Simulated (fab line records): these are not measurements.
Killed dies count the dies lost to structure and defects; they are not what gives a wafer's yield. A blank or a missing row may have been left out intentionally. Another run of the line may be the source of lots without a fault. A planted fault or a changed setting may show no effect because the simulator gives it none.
fab line records	flow sky130
[record] lots = 24	wafers = 72	last-day = 50
route steps=708 shown VIA2@523 METAL3@534 CAPM@537
lots with no fault: from the same line, run without faults
start-h: the number of hours between the record's first day and the start of the first shown wafer of the lot	wait-h: hours from the lot's prior step to this one	" as in the row above	L1.1+2: one row covering several wafers at once	- no value present, or no start provided	* or withheld: withheld	< > ~ a bound
route shown NAME@n: NAME is a module with steps in the file, n the number in the route of the first one	usual: mean/standard deviation of fault-free wafers	same: alike in all rows	chamber/n: place in a boat	sites: readings site by site	_std_site: how widely they spread, as a standard deviation	_edge_site: the outer-site mean with the inner-site mean subtracted	radius-mm: how far each site lies from the wafer's centre	mask NAME#n: copy n	behind: the most recent tool/chamber to have shaped the wafer	hold: why the lot went on hold/how many hours it stayed there/how the hold came to an end	device: the n, p or np transistor that did not switch	end of line: the tests these same wafers got at the end of their route	a step without rows: its recipe alone	killed: at the first sort, the dies lost to defects and structure; wafer yield is something else	map: a wafer's dies, x killed, . not, _ none there
set.NAME: the setting that was run; set.NAME@STEP: the one run at that earlier step	model.NAME: the simulator's own value behind a step, which no gauge read
the route's steps for a sample of lots (tables are steps, rows are wafers)
services: from which hour (start-h, from the record's first day; less than 0 if before it) a tool's chamber was out of use, for how many hours, and why
[[steps]]
[step SKY_VIA2_STRIP_16]
[recipe] chemistry = O2/N2	power-w = 1400	pressure-mtorr = 1500	platen-temp-c = withheld	o2-flow-sccm = 3000	n2-flow-sccm = 300	overash-fraction = 0.5
[usual] drypump-motor-current-A = 5.6/0.4	oes-product-au = 0.398/0.0046	strip-time-to-endpoint-s = 4.035/0.025
lot.wafer	tool	chamber	start-h	wait-h	drypump-motor-current-A	oes-product-au	rf-hours-counter-h	strip-time-to-endpoint-s
L074.1	plasma-asher-04	1	833.08	0.0	5.0	0.397	39	4.031
L074.2	"	0	"	"	5.9	0.395	39	4.053
L074.4	"	0	"	"	5.9	0.394	-	4.084
L075.3	plasma-asher-02	0	846.77	0.1	5.3	0.396	-	4.059
L075.5	"	0	"	"	5.3	0.400	-	4.057
L075.6	"	1	"	"	5.9	0.405	-	4.083
L076.1	plasma-asher-04	1	858.49	0.0	5.0	0.392	42	4.056
L076.2	"	0	"	"	5.9	0.402	42	4.058
L076.5	"	0	"	"	5.9	0.394	-	4.059
L077.2	plasma-asher-04	0	860.99	0.0	5.9	0.406	42	4.040
L077.3	"	0	"	"	5.9	0.396	-	4.061
L077.6	"	1	"	"	4.9	0.397	-	4.050
L078.3	plasma-asher-02	0	878.82	0.1	5.3	0.401	-	4.058
L078.5	"	0	"	"	5.3	0.406	-	4.041
L078.6	"	1	"	"	5.9	0.397	-	4.028
L079.2	plasma-asher-04	1	878.83	0.0	5.0	0.392	44	4.026
L079.3	"	0	"	"	5.9	0.396	-	4.023
L079.4	"	1	"	"	5.0	0.393	-	4.052
L080.2	plasma-asher-02	1	889.94	0.0	5.9	0.393	78	3.997
L080.4	"	1	"	"	5.9	0.403	-	4.043
L080.6	"	0	"	"	5.3	0.398	-	4.023
L081.3	plasma-asher-02	1	896.07	0.1	5.9	0.395	-	4.044
L081.4	"	0	"	"	5.3	0.405	-	4.018
L081.5	"	0	"	"	5.3	0.405	-	4.029
L082.1	plasma-asher-04	1	904.05	0.0	5.0	0.391	46	3.986
L082.3	"	1	"	"	5.0	0.400	-	4.017
L082.5	"	0	"	"	5.9	0.400	-	4.005
L083.2	plasma-asher-04	0	927.63	0.0	5.9	0.396	48	4.035
L083.3	"	1	"	"	5.0	0.397	-	4.034
L083.4	"	0	"	"	5.9	0.398	-	4.034
L084.2	plasma-asher-03	0	929.48	0.0	6.2	0.399	18	3.986
L084.5	"	0	"	"	6.2	0.400	-	4.008
L084.6	"	1	"	"	5.7	0.402	-	4.005
L085.3	plasma-asher-02	1	931.32	0.1	5.9	0.395	-	3.991
L085.4	"	0	"	"	5.3	0.399	-	4.031
L085.5	"	0	"	"	5.3	0.397	-	4.028
L086.2	plasma-asher-02	0	946.64	0.0	5.3	0.394	84	4.017
L086.4	"	0	"	"	5.3	0.400	-	4.062
L086.6	"	0	"	"	5.3	0.402	-	4.061
L087.1	plasma-asher-02	1	962.03	0.0	5.9	0.386	85	4.053
L087.2	"	0	"	"	5.3	0.405	85	4.046
L087.3	"	0	"	"	5.3	0.394	-	4.047
L088.3	plasma-asher-04	1	970.83	0.1	5.0	0.393	-	4.052
L088.5	"	0	"	"	5.9	0.404	-	4.046
L088.6	"	1	"	"	5.0	0.397	-	4.029
L089.3	plasma-asher-03	1	976.53	0.1	5.7	0.401	-	4.066
L089.5	"	1	"	"	5.7	0.388	-	4.048
L089.6	"	0	"	"	6.2	0.402	-	4.036
L090.1	plasma-asher-02	1	977.65	0.0	5.9	0.407	87	4.089
L090.4	"	0	"	"	5.3	0.406	-	4.021
L090.5	"	1	"	"	5.9	0.400	-	4.032
L091.2	plasma-asher-02	1	980.45	0.0	5.9	0.396	87	4.003
L091.4	"	0	"	"	5.3	0.398	-	4.052
L091.5	"	1	"	"	5.9	0.402	-	4.013
L092.1	plasma-asher-03	1	981.38	0.0	5.7	0.403	23	4.065
L092.3	"	1	"	"	5.7	0.401	-	4.015
L092.5	"	1	"	"	5.7	0.400	-	4.021
L093.3	plasma-asher-03	1	985.53	0.1	5.7	0.396	-	3.999
L093.4	"	0	"	"	6.1	0.403	-	4.060
L093.5	"	1	"	"	5.7	0.398	-	4.029
L094.1	plasma-asher-02	1	989.63	0.0	5.9	0.402	88	4.058
L094.2	"	0	"	"	5.3	0.399	88	4.051
L094.5	"	1	"	"	5.9	0.396	-	4.071
L095.2	plasma-asher-03	1	1011.59	0.0	5.7	0.401	27	4.060
L095.3	"	0	"	"	6.1	0.397	-	4.055
L095.5	"	0	"	"	6.2	0.393	-	4.035
L096.1	plasma-asher-03	0	1012.05	0.0	6.2	0.402	27	4.059
L096.3	"	1	"	"	5.7	0.398	-	3.978
L096.4	"	0	"	"	6.2	0.405	-	4.029
L097.1	plasma-asher-04	0	1024.09	0.0	5.9	0.393	58	4.000
L097.2	"	1	"	"	5.0	0.399	58	4.020
L097.5	"	0	"	"	6.0	0.391	-	4.038
[step SKY_VIA2_THK_MEAS_23]
[recipe] thk-meas-gauge = xrf	reads = W_of_VIA2_CVD_21
[usual] VIA2_W_THK = 431/5.5
lot.wafer	tool	chamber	start-h	wait-h	VIA2_W_THK[nm]
L074.1	film-metro-01	-	834.01	0.1	430
L074.2	"	-	"	"	438
L074.4	"	-	"	"	427
L075.3	film-metro-02	-	847.71	0.1	434
L075.5	"	-	"	"	437
L075.6	"	-	"	"	433
L076.1	film-metro-03	-	859.43	0.1	430
L076.2	"	-	"	"	430
L076.5	"	-	"	"	434
L077.2	film-metro-01	-	861.92	0.1	439
L077.3	"	-	"	"	442
L077.6	"	-	"	"	444
L078.3	film-metro-03	-	879.72	0.1	431
L078.5	"	-	"	"	434
L078.6	"	-	"	"	436
L079.2	film-metro-01	-	879.80	0.1	428
L079.3	"	-	"	"	426
L079.4	"	-	"	"	425
L080.2	film-metro-01	-	890.87	0.1	423
L080.4	"	-	"	"	432
L080.6	"	-	"	"	425
L081.3	film-metro-03	-	897.00	0.1	431
L081.4	"	-	"	"	429
L081.5	"	-	"	"	434
L082.1	film-metro-02	-	905.04	0.1	438
L082.3	"	-	"	"	441
L082.5	"	-	"	"	438
L083.2	film-metro-02	-	928.56	0.1	435
L083.3	"	-	"	"	435
L083.4	"	-	"	"	434
L084.2	film-metro-02	-	930.40	0.1	433
L084.5	"	-	"	"	435
L084.6	"	-	"	"	440
L085.3	film-metro-01	-	932.21	0.1	427
L085.4	"	-	"	"	419
L085.5	"	-	"	"	422
L086.2	film-metro-02	-	947.56	0.1	430
L086.4	"	-	"	"	429
L086.6	"	-	"	"	437
L087.1	film-metro-01	-	962.94	0.1	430
L087.2	"	-	"	"	431
L087.3	"	-	"	"	428
L088.3	film-metro-01	-	971.72	0.1	424
L088.5	"	-	"	"	434
L088.6	"	-	"	"	433
L089.3	film-metro-02	-	977.42	0.1	432
L089.5	"	-	"	"	435
L089.6	"	-	"	"	436
L090.1	film-metro-03	-	978.56	0.1	424
L090.4	"	-	"	"	434
L090.5	"	-	"	"	424
L091.2	film-metro-03	-	981.40	0.1	432
L091.4	"	-	"	"	433
L091.5	"	-	"	"	432
L092.1	film-metro-03	-	982.30	0.1	438
L092.3	"	-	"	"	429
L092.5	"	-	"	"	426
L093.3	film-metro-03	-	986.43	0.1	432
L093.4	"	-	"	"	427
L093.5	"	-	"	"	425
L094.1	film-metro-01	-	990.54	0.1	426
L094.2	"	-	"	"	428
L094.5	"	-	"	"	423
L095.2	film-metro-01	-	1012.51	0.1	429
L095.3	"	-	"	"	435
L095.5	"	-	"	"	437
L096.1	film-metro-03	-	1012.95	0.1	438
L096.3	"	-	"	"	429
L096.4	"	-	"	"	430
L097.1	film-metro-03	-	1025.05	0.1	436
L097.2	"	-	"	"	425
L097.5	"	-	"	"	431
[step SKY_METAL3_SPUTTER_02]
[recipe] material = AlCu	target-thk-nm = 735	power-w = 10600	time-s = 39.1	chamber-pressure-pa = 0.4
[usual] throttle-valve-pct = 30.2/0.93
lot.wafer	tool	chamber	start-h	wait-h	throttle-valve-pct
L074.1	pvd-sputter-04	-	834.42	0.0	28.3
L074.2	"	-	"	"	31.0
L074.4	"	-	"	"	30.6
L075.3	pvd-sputter-01	-	848.10	0.0	29.8
L075.5	"	-	"	"	29.7
L075.6	"	-	"	"	30.5
L076.1	pvd-sputter-04	-	859.84	0.0	28.4
L076.2	"	-	"	"	30.8
L076.5	"	-	"	"	30.9
L077.2	pvd-sputter-04	-	862.32	0.0	30.3
L077.3	"	-	"	"	28.9
L077.6	"	-	"	"	28.4
L078.3	pvd-sputter-01	-	880.11	0.0	29.6
L078.5	"	-	"	"	29.6
L078.6	"	-	"	"	30.8
L079.2	pvd-sputter-04	-	880.20	0.0	30.0
L079.3	"	-	"	"	31.4
L079.4	"	-	"	"	28.6
L080.2	pvd-sputter-01	-	891.26	0.0	29.9
L080.4	"	-	"	"	30.9
L080.6	"	-	"	"	31.5
L081.3	pvd-sputter-01	-	897.39	0.0	30.6
L081.4	"	-	"	"	29.8
L081.5	"	-	"	"	31.0
L082.1	pvd-sputter-01	-	905.44	0.0	29.8
L082.3	"	-	"	"	29.7
L082.5	"	-	"	"	29.6
L083.2	pvd-sputter-02	-	929.42	0.0	29.4
L083.3	"	-	"	"	31.2
L083.4	"	-	"	"	30.8
L084.2	pvd-sputter-02	-	930.80	0.0	29.7
L084.5	"	-	"	"	29.5
L084.6	"	-	"	"	29.3
L085.3	pvd-sputter-01	-	932.60	0.0	29.8
L085.4	"	-	"	"	30.6
L085.5	"	-	"	"	30.6
L086.2	pvd-sputter-02	-	947.96	0.0	29.8
L086.4	"	-	"	"	29.2
L086.6	"	-	"	"	29.8
L087.1	pvd-sputter-04	-	963.35	0.0	28.2
L087.2	"	-	"	"	28.5
L087.3	"	-	"	"	30.7
L088.3	pvd-sputter-01	-	972.11	0.0	29.8
L088.5	"	-	"	"	29.9
L088.6	"	-	"	"	31.5
L089.3	pvd-sputter-02	-	977.81	0.0	31.1
L089.5	"	-	"	"	31.5
L089.6	"	-	"	"	31.4
L090.1	pvd-sputter-02	-	978.97	0.0	29.7
L090.4	"	-	"	"	31.3
L090.5	"	-	"	"	31.4
L091.2	pvd-sputter-04	-	981.80	0.0	28.9
L091.4	"	-	"	"	28.4
L091.5	"	-	"	"	30.1
L092.1	pvd-sputter-02	-	982.71	0.0	31.2
L092.3	"	-	"	"	29.6
L092.5	"	-	"	"	29.9
L093.3	pvd-sputter-01	-	986.82	0.0	30.5
L093.4	"	-	"	"	31.1
L093.5	"	-	"	"	30.6
L094.1	pvd-sputter-01	-	990.95	0.0	31.2
L094.2	"	-	"	"	30.7
L094.5	"	-	"	"	31.4
L095.2	pvd-sputter-01	-	1012.91	0.0	31.2
L095.3	"	-	"	"	30.5
L095.5	"	-	"	"	29.7
L096.1	pvd-sputter-02	-	1013.37	0.0	31.2
L096.3	"	-	"	"	31.3
L096.4	"	-	"	"	29.1
L097.1	pvd-sputter-02	-	1025.47	0.0	31.1
L097.2	"	-	"	"	29.4
L097.5	"	-	"	"	31.5
[step SKY_CAPM_CVD_00]
[recipe] material = SiO2	target-thk-nm = 15.5	temp-c = 400	time-s = withheld	rf-w = 450
[usual] heater-power-w = 697/64
lot.wafer	tool	chamber	start-h	wait-h	heater-power-w
L074.1	pecvd-04	2	834.53	0.0	670
L074.2	"	0	"	"	623
L074.4	"	2	"	"	654
L075.3	pecvd-03	2	848.21	0.0	657
L075.5	"	0	"	"	588
L075.6	"	1	"	"	885
L076.1	pecvd-02	2	859.94	0.0	762
L076.2	"	1	"	"	653
L076.5	"	1	"	"	674
L077.2	pecvd-03	2	862.42	0.0	725
L077.3	"	1	"	"	815
L077.6	"	2	"	"	704
L078.3	pecvd-02	2	880.21	0.0	749
L078.5	"	2	"	"	741
L078.6	"	1	"	"	697
L079.2	pecvd-03	1	880.31	0.0	828
L079.3	"	0	"	"	724
L079.4	"	1	"	"	831
L080.2	pecvd-04	1	891.37	0.0	668
L080.4	"	1	"	"	683
L080.6	"	2	"	"	632
L081.3	pecvd-04	1	897.50	0.0	647
L081.4	"	2	"	"	636
L081.5	"	1	"	"	665
L082.1	pecvd-03	1	905.55	0.0	716
L082.3	"	2	"	"	693
L082.5	"	1	"	"	725
L083.2	pecvd-03	1	929.52	0.0	743
L083.3	"	0	"	"	673
L083.4	"	1	"	"	727
L084.2	pecvd-02	2	930.91	0.0	827
L084.5	"	2	"	"	806
L084.6	"	0	"	"	704
L085.3	pecvd-04	1	932.70	0.0	735
L085.4	"	0	"	"	594
L085.5	"	1	"	"	716
L086.2	pecvd-03	0	948.06	0.0	749
L086.4	"	0	"	"	743
L086.6	"	2	"	"	721
L087.1	pecvd-02	2	963.45	0.0	759
L087.2	"	0	"	"	687
L087.3	"	1	"	"	594
L088.3	pecvd-04	2	972.22	0.0	636
L088.5	"	0	"	"	599
L088.6	"	1	"	"	709
L089.3	pecvd-02	0	977.93	0.0	606
L089.5	"	2	"	"	835
L089.6	"	1	"	"	720
L090.1	pecvd-04	0	979.09	0.0	709
L090.4	"	2	"	"	714
L090.5	"	0	"	"	721
L091.2	pecvd-03	2	981.90	0.0	656
L091.4	"	1	"	"	838
L091.5	"	0	"	"	615
L092.1	pecvd-04	0	982.83	0.0	650
L092.3	"	2	"	"	661
L092.5	"	1	"	"	713
L093.3	pecvd-04	0	986.92	0.0	735
L093.4	"	0	"	"	716
L093.5	"	1	"	"	719
L094.1	pecvd-04	2	991.05	0.0	644
L094.2	"	0	"	"	647
L094.5	"	0	"	"	644
L095.2	pecvd-04	1	1013.01	0.0	681
L095.3	"	0	"	"	590
L095.5	"	2	"	"	633
L096.1	pecvd-02	1	1013.48	0.0	755
L096.3	"	1	"	"	764
L096.4	"	2	"	"	737
L097.1	pecvd-03	2	1025.58	0.0	730
L097.2	"	0	"	"	731
L097.5	"	2	"	"	587
[step SKY_CAPM_THK_MEAS_04]
[recipe] thk-meas-gauge = xrf	reads = TiN_of_CAPM_SPUTTER_02
[usual] CAPM_TIN_THK = 202.7/2.8
lot.wafer	tool	chamber	start-h	wait-h	CAPM_TIN_THK[nm]
L074.1	film-metro-03	-	834.85	0.1	196.5
L074.2	"	-	"	"	198.7
L074.4	"	-	"	"	196.6
L075.3	film-metro-03	-	848.54	0.1	198.4
L075.5	"	-	"	"	201.0
L075.6	"	-	"	"	202.3
L076.1	film-metro-03	-	860.27	0.1	201.0
L076.2	"	-	"	"	204.1
L076.5	"	-	"	"	202.8
L077.2	film-metro-04	-	862.74	0.1	205.1
L077.3	"	-	"	"	205.3
L077.6	"	-	"	"	205.8
L078.3	film-metro-02	-	880.54	0.1	199.2
L078.5	"	-	"	"	200.4
L078.6	"	-	"	"	201.6
L079.2	film-metro-03	-	880.64	0.1	203.6
L079.3	"	-	"	"	201.7
L079.4	"	-	"	"	200.3
L080.2	film-metro-04	-	891.69	0.1	202.6
L080.4	"	-	"	"	204.0
L080.6	"	-	"	"	204.7
L081.3	film-metro-04	-	897.83	0.1	202.4
L081.4	"	-	"	"	202.8
L081.5	"	-	"	"	204.1
L082.1	film-metro-02	-	905.87	0.1	199.0
L082.3	"	-	"	"	202.9
L082.5	"	-	"	"	201.7
L083.2	film-metro-03	-	929.85	0.1	199.9
L083.3	"	-	"	"	199.3
L083.4	"	-	"	"	199.4
L084.2	film-metro-03	-	931.23	0.1	205.1
L084.5	"	-	"	"	205.9
L084.6	"	-	"	"	204.2
L085.3	film-metro-03	-	933.03	0.1	202.6
L085.4	"	-	"	"	201.7
L085.5	"	-	"	"	202.1
L086.2	film-metro-04	-	948.39	0.1	207.9
L086.4	"	-	"	"	207.9
L086.6	"	-	"	"	207.8
L087.1	film-metro-02	-	963.76	0.1	207.0
L087.2	"	-	"	"	209.8
L087.3	"	-	"	"	207.2
L088.3	film-metro-03	-	972.55	0.1	207.6
L088.5	"	-	"	"	205.0
L088.6	"	-	"	"	208.0
L089.3	film-metro-04	-	978.26	0.1	200.1
L089.5	"	-	"	"	199.3
L089.6	"	-	"	"	200.1
L090.1	film-metro-02	-	979.40	0.1	198.3
L090.4	"	-	"	"	200.8
L090.5	"	-	"	"	200.3
L091.2	film-metro-04	-	982.23	0.1	204.1
L091.4	"	-	"	"	205.6
L091.5	"	-	"	"	203.9
L092.1	film-metro-03	-	983.14	0.1	200.0
L092.3	"	-	"	"	197.7
L092.5	"	-	"	"	197.6
L093.3	film-metro-03	-	987.26	0.1	204.4
L093.4	"	-	"	"	205.8
L093.5	"	-	"	"	205.6
L094.1	film-metro-02	-	991.43	0.1	203.0
L094.2	"	-	"	"	203.7
L094.5	"	-	"	"	203.1
L095.2	film-metro-02	-	1013.34	0.1	200.4
L095.3	"	-	"	"	203.2
L095.5	"	-	"	"	201.8
L096.1	film-metro-03	-	1013.80	0.1	202.2
L096.3	"	-	"	"	203.6
L096.4	"	-	"	"	202.4
L097.1	film-metro-02	-	1025.90	0.1	202.4
L097.2	"	-	"	"	201.2
L097.5	"	-	"	"	200.4
[step SKY_CAPM_METAL_ETCH_13]
[recipe] target-depth-nm = 220	stop-on = SiO2	chemistry = Cl2/BCl3	target = TiN	pressure-mtorr = 10	icp-w = 900	bias-w = 48.5	Cl2_flow_sccm = 60	bcl3-flow-sccm = 30	time-s = 62.9
[usual] drypump-motor-current-A = 5.9/0.39	oes-product-au = 0.943/0.0085	throttle-valve-pct = 21.902/0.011
lot.wafer	tool	chamber	start-h	wait-h	drypump-motor-current-A	oes-product-au	rf-hours-counter-h	throttle-valve-pct
L074.1	rie-metal-02	1	860.18	0.0	5.7	0.930	2	21.910
L074.2	"	0	"	"	6.2	0.939	9	21.896
L074.4	"	0	"	"	6.2	0.932	-	21.916
L075.3	rie-metal-04	1	874.25	0.0	6.2	0.935	-	21.907
L075.5	"	0	"	"	5.3	0.938	-	21.908
L075.6	"	1	"	"	6.2	0.935	-	21.897
L076.1	rie-metal-01	1	885.98	0.0	5.7	0.946	13	21.905
L076.2	"	0	"	"	6.4	0.942	8	21.896
L076.5	"	1	"	"	5.7	0.958	-	21.907
L077.2	rie-metal-01	1	887.88	0.0	5.8	0.944	13	21.893
L077.3	"	0	"	"	6.4	0.950	-	21.899
L077.6	"	0	"	"	6.4	0.948	-	21.884
L078.3	rie-metal-04	1	905.70	0.0	6.2	0.939	-	21.905
L078.5	"	1	"	"	6.2	0.942	-	21.905
L078.6	"	0	"	"	5.3	0.940	-	21.901
L079.2	rie-metal-01	1	905.78	0.0	5.8	0.934	14	21.912
L079.3	"	0	"	"	6.4	0.941	-	21.902
L079.4	"	1	"	"	5.8	0.935	-	21.914
L080.2	rie-metal-01	0	916.28	0.0	6.4	0.941	10	21.918
L080.4	"	1	"	"	5.8	0.938	-	21.904
L080.6	"	1	"	"	5.8	0.951	-	21.905
L081.3	rie-metal-02	0	922.43	0.0	6.2	0.946	-	21.908
L081.4	"	1	"	"	5.7	0.939	-	21.902
L081.5	"	0	"	"	6.2	0.946	-	21.895
L082.1	rie-metal-04	0	930.68	0.0	5.3	0.931	5	21.904
L082.3	"	1	"	"	6.2	0.941	-	21.899
L082.5	"	1	"	"	6.2	0.948	-	21.901
L083.2	rie-metal-01	1	954.51	0.0	5.8	0.937	16	21.915
L083.3	"	1	"	"	5.8	0.940	-	21.924
L083.4	"	0	"	"	6.4	0.928	-	21.912
L084.2	rie-metal-04	0	955.93	0.0	5.3	0.946	6	21.898
L084.5	"	1	"	"	6.2	0.955	-	21.908
L084.6	"	0	"	"	5.3	0.939	-	21.893
L085.3	rie-metal-04	1	958.45	0.0	6.2	0.941	-	21.897
L085.4	"	0	"	"	5.3	0.939	-	21.898
L085.5	"	1	"	"	6.2	0.948	-	21.892
L086.2	rie-metal-04	0	971.78	0.0	5.3	0.942	7	21.886
L086.4	"	0	"	"	5.3	0.947	-	21.889
L086.6	"	1	"	"	6.2	0.952	-	21.883
L087.1	rie-metal-02	0	987.03	0.0	6.2	0.946	16	21.902
L087.2	"	1	"	"	5.7	0.954	9	21.889
L087.3	"	1	"	"	5.7	0.963	-	21.914
L088.3	rie-metal-01	1	995.63	0.0	5.8	0.951	-	21.885
L088.5	"	1	"	"	5.7	0.949	-	21.894
L088.6	"	0	"	"	6.4	0.961	-	21.871
L089.3	rie-metal-04	0	1000.80	0.0	5.3	0.929	-	21.916
L089.5	"	0	"	"	5.3	0.930	-	21.920
L089.6	"	1	"	"	6.2	0.937	-	21.903
L090.1	rie-metal-04	0	1002.46	0.0	5.3	0.925	8	21.911
L090.4	"	0	"	"	5.3	0.945	-	21.904
L090.5	"	0	"	"	5.3	0.929	-	21.905
L091.2	rie-metal-01	0	1005.33	0.0	6.4	0.935	14	21.921
L091.4	"	0	"	"	6.4	0.949	-	21.900
L091.5	"	1	"	"	5.8	0.943	-	21.901
L092.1	rie-metal-04	1	1006.23	0.0	6.2	0.946	13	21.911
L092.3	"	0	"	"	5.3	0.933	-	21.920
L092.5	"	1	"	"	6.2	0.937	-	21.906
L093.3	rie-metal-01	1	1010.35	0.0	5.8	0.946	-	21.889
L093.4	"	0	"	"	6.4	0.952	-	21.906
L093.5	"	0	"	"	6.4	0.955	-	21.899
L094.1	rie-metal-02	1	1014.11	0.0	5.7	0.948	11	21.903
L094.2	"	0	"	"	6.2	0.950	17	21.895
L094.5	"	1	"	"	5.7	0.950	-	21.898
L095.2	rie-metal-02	1	1035.26	0.0	5.7	0.937	12	21.910
L095.3	"	1	"	"	5.7	0.940	-	21.913
L095.5	"	0	"	"	6.2	0.934	-	21.902
L096.1	rie-metal-04	0	1035.68	0.0	5.4	0.942	10	21.907
L096.3	"	1	"	"	6.2	0.948	-	21.898
L096.4	"	0	"	"	5.3	0.932	-	21.906
L097.1	rie-metal-02	0	1047.28	0.0	6.2	0.945	19	21.911
L097.2	"	1	"	"	5.7	0.938	13	21.921
L097.5	"	0	"	"	6.2	0.931	-	21.904
[[services]]
tool	chamber	start-h	hours	kind
pecvd-03	-	809.98	1.6	repair
pvd-sputter-02	-	827.26	11.6	repair
pecvd-02	0	832.41	30.4	repair
pvd-sputter-01	-	836.39	6.2	repair
pvd-sputter-02	-	840.67	1.2	repair
rie-metal-02	0	847.39	5.1	repair
plasma-asher-03	-	853.48	3.8	repair
pvd-sputter-02	-	868.18	2.4	repair
pecvd-03	2	877.27	8.1	repair
pvd-sputter-02	-	880.20	4.8	repair
pecvd-03	-	893.44	5.5	pm
pecvd-03	0	903.23	6.8	repair
pecvd-04	-	911.84	0.6	repair
rie-metal-04	-	919.61	10.6	repair
pecvd-04	-	927.65	0.4	repair
pvd-sputter-02	-	931.67	1.4	repair
rie-metal-01	-	943.71	0.4	repair
plasma-asher-04	-	953.69	1.6	repair
rie-metal-04	1	959.23	2.5	repair
pvd-sputter-01	-	979.70	3.2	repair
rie-metal-01	1	984.98	6.7	repair
pecvd-03	-	998.30	0.9	repair
plasma-asher-02	-	1011.20	8.2	repair
rie-metal-04	1	1045.65	7.9	repair
[[key]]
fault none
